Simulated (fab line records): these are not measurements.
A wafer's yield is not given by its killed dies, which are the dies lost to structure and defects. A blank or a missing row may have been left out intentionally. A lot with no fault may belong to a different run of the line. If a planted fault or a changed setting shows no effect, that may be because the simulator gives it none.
Which tool did it? -- flow sky130 -- Sampling: 13 lots, 39 wafers, 5 of 708 route steps

WHAT THE GAUGES READ, wafer by wafer
SKY_VT_ADJUST_HVTP_OVL_MEAS_08.
lot,measured,on,VT_ADJUST_HVTP_OVL (nm)
L106,day 6 01:20,overlay-02,-0.5 -1.1 -0.1
L108,day 6 18:11,overlay-01,-0.9 0.4 -1.8
L110,day 7 11:30,overlay-01,3.0 0.4 -0.2
L111,day 7 18:36,overlay-01,1.5 -0.3 0.0
L113,day 8 01:54,overlay-02,0.5 -0.1 -0.2
L117,day 8 22:29,overlay-01,0.5 1.3 1.4
L120,day 9 11:10,overlay-01,1.2 1.3 0.1
L121,day 9 17:14,overlay-01,0.7 -1.5 0.2
L122,day 10 00:08,overlay-02,1.6 -0.3 -0.2
L126,day 11 07:27,overlay-01,1.7 0.9 -1.8
L127,day 11 15:12,overlay-01,2.0 1.3 1.8
L128,day 11 17:35,overlay-02,0.7 1.2 0.3
L129,day 12 00:32,overlay-02,0.3 0.8 0.0

SKY_SONOS_TUNNEL_CD_MEAS_07 targets a cd of 410 nm.
lot,measured,on,cdNm (nm)
L106,day 11 02:14,cdSem-01,409.4 412.3 410.6
L108,day 12 02:19,cdSem-02,410.5 413.3 413.9
L110,day 12 22:35,cdSem-02,407.5 406.3 407.8
L111,day 13 09:22,cdSem-02,407.9 407.1 407.9
L113,day 13 19:41,cdSem-02,411.6 402.2 411.3
L117,day 14 19:15,cdSem-02,413.5 413.1 412.1
L120,day 15 11:08,cdSem-02,406.6 407.3 409.4
L121,day 15 21:10,cdSem-01,411.0 408.9 410.8
L122,day 16 08:43,cdSem-01,409.1 407.2 409.0
L126,day 17 18:41,cdSem-01,407.4 407.1 406.5
L127,day 18 04:44,cdSem-02,406.2 410.4 410.3
L128,day 18 06:36,cdSem-01,411.8 410.8 412.8
L129,day 18 15:55,cdSem-02,407.6 407.0 407.5

SKY_SONOS_TUNNEL_TW_MEAS_12.
lot,measured,on,SONOS_TUNNEL_TW
L106,day 11 02:47,filmMetro-02,198.4 199.1 197.8
L108,day 12 02:53,filmMetro-02,198.6 199.1 198.1
L110,day 12 23:10,filmMetro-02,197.4 197.3 197.8
L111,day 13 09:56,filmMetro-02,198.9 199.3 199.6
L113,day 13 20:17,filmMetro-03,197.4 197.1 197.5
L117,day 14 19:50,filmMetro-03,196.9 195.1 197.0
L120,day 15 11:41,filmMetro-02,198.4 198.7 196.8
L121,day 15 21:44,filmMetro-04,198.3 200.0 199.7
L122,day 16 09:16,filmMetro-02,196.9 198.6 197.2
L126,day 17 19:26,filmMetro-04,199.3 198.6 197.4
L127,day 18 05:19,filmMetro-03,195.2 195.1 196.0
L128,day 18 07:20,filmMetro-04,198.0 197.5 197.3
L129,day 18 16:29,filmMetro-02,197.9 198.0 197.7

SKY_SONOS_ONO_THK_MEAS_01.
lot,measured,on,SONOS_ONO_OXIDATION_THK (nm)
L106,day 11 04:22,filmMetro-02,2.61 2.64 2.57
L108,day 12 05:46,filmMetro-04,2.58 2.50 2.60
L110,day 13 00:35,filmMetro-04,2.62 2.69 2.69
L111,day 13 18:11,filmMetro-01,2.54 2.58 2.51
L113,day 14 01:29,filmMetro-04,2.56 2.61 2.59
L117,day 15 02:23,filmMetro-01,2.64 2.58 2.55
L120,day 15 21:04,filmMetro-01,2.58 2.50 2.59
L121,day 16 01:17,filmMetro-04,2.61 2.58 2.58
L122,day 16 10:56,filmMetro-02,2.64 2.67 2.62
L126,day 17 21:49,filmMetro-04,2.60 2.62 2.59
L127,day 18 06:59,filmMetro-04,2.57 2.51 2.63
L128,day 18 11:53,filmMetro-01,2.58 2.59 2.56
L129,day 18 19:38,filmMetro-04,2.62 2.55 2.55

EACH LOT AND THE TOOL THAT RAN IT (in order: tool; ch and the chambers of the sampled wafers; start)
lot,SKY_SONOS_TUNNEL_DEVELOP_06
L106,"lithoTrack-04 ch 0, day 11 02:05"
L108,"lithoTrack-04 ch 0, day 12 02:10"
L110,"lithoTrack-02 ch 0, day 12 22:27"
L111,"lithoTrack-03 ch 0, day 13 09:13"
L113,"lithoTrack-04 ch 0, day 13 19:32"
L117,"lithoTrack-03 ch 0, day 14 18:33"
L120,"lithoTrack-03 ch 0, day 15 11:00"
L121,"lithoTrack-02 ch 0, day 15 21:01"
L122,"lithoTrack-03 ch 0, day 16 08:34"
L126,"lithoTrack-02 ch 0, day 17 18:33"
L127,"lithoTrack-04 ch 0, day 18 04:35"
L128,"lithoTrack-04 ch 0, day 18 06:28"
L129,"lithoTrack-02 ch 0, day 18 15:46"
- SKY_SONOS_TUNNEL_DEVELOP_06: develop time 60 s.

AS READ BY THE TOOLS THEMSELVES (means over the sampled wafers that have a number; for cases with no such wafer, the mark the record gives instead)
The record holds no such reading with a usual standard deviation.

THE ANSWER, worked out from the rows above alone
Rule: the lots themselves supply what counts as usual. Put in order of their means at a reading, lots are off if they are a third of the lots or fewer, leave a main group of 4 or more, and stand apart from it by a gap of 3 or more times the standard deviation of the main group's means; of several such gaps the widest counts. A main group is skipped when, at the precision printed for the reading in the tables above, its means are all equal. Also off: a lot with no number at a reading for which 4 or more lots have one. Any other lot the step has rows for is counted as sound. Order of review: gauges by route order, followed by the tools' own readings, for which a lot's mean as printed above is used. At the first step where some lot is off, the reading lying furthest off is the one used; lots without a number count as furthest.
No lot is off on any of the readings shown, so nothing can be concluded from this.

WHAT THE SIMULATOR HAD PUT IN
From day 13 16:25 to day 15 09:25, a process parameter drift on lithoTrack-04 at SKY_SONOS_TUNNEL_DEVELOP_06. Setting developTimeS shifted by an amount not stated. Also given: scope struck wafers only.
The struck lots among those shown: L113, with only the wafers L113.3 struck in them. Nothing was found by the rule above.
